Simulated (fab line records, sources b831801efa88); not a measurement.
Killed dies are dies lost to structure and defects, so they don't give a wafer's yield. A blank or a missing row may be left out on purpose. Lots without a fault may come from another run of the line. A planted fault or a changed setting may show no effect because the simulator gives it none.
A struck lot beside a sound one | flow gf180mcu | 15 steps out of a route of 602
Sound: wafers L750.3, L750.5, L750.6. Struck: wafers L766.1, L766.3, L766.4. The cause comes at the end.
At each step with rows: each side's tool, then ch and its chambers, then its first start. Under that, the readings that differ: sound wafers | struck wafers | difference of the means | sigmas: that difference in standard deviations of wafers without a fault.
alike: readings whose means differ by less than 2 such deviations, and words and numbers that are the same on both sides. not compared: withheld readings, readings that some wafer has no value for, bounds like >300 that may hide the same value, and numbers for which the record gives no deviation and whose values overlap.
The two part at a step that has a row with sigmas, a row that says differs or no value, or rows on one side only. Numbers that don't overlap but have no deviation are shown without sigmas and don't part them. A reading that every wafer of one side lacks parts them only if that side has two wafers or more.

first, 4 steps without rows for these wafers: GF_DNWELL_EXPOSE_04 (exposes mask DNWELL, target cd 1700 nm); GF_DNWELL_PEB_05; GF_DNWELL_DEVELOP_06 (develop time 60 s); GF_DNWELL_IMPLANT_07.
GF_DNWELL_STRIP_08: strips in O2/N2.
  sound on plasma_asher-03 ch 0,1, day 3 11:55; struck on plasma_asher-01 ch 0,1, day 6 18:08
  alike: drypump_motor_current_A, heater_power_w, oes_product_au, strip_time_to_endpoint_s
  not compared: rf_hours_counter_h
GF_DNWELL_TW_MEAS_09:
  sound on film_metro-03, day 3 12:00; struck on film_metro-01, day 6 18:14
  alike: DNWELL_TW
then, 6 steps without rows for these wafers: GF_NWELL_DEHYDRATE_00 (time 60 s); GF_NWELL_HMDS_01 (prime time 60 s); GF_NWELL_COAT_02 (resist thk 3000 nm); GF_NWELL_SOFTBAKE_03; GF_NWELL_EXPOSE_04 (exposes mask Nwell, target cd 860 nm); GF_NWELL_PEB_05.
GF_NWELL_DEVELOP_06: develop time 60 s.
  sound on litho_track-03 ch 0, day 4 00:00; struck on litho_track-03 ch 0, day 7 09:00
  reading              | sound             | struck            | difference | sigmas
  developer_temp_C (C) | 23.10 23.14 23.15 | 22.20 21.96 22.34 | -0.96      | -8
GF_NWELL_OVL_MEAS_07:
  sound on overlay-02, day 4 01:06; struck on overlay-01, day 7 09:29
  alike: NWELL_OVL
then, 1 step without rows for these wafers: GF_PASSIVATION_PROBE_99.

WHERE THEY PART
Only at GF_NWELL_DEVELOP_06, within this record. Later steps at which nothing parts them and some readings are alike: GF_NWELL_OVL_MEAS_07.

WHY: what the simulator had put in
Process parameter drift: litho_track-03, from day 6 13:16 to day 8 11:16, at GF_NWELL_DEVELOP_06. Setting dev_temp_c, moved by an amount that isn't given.
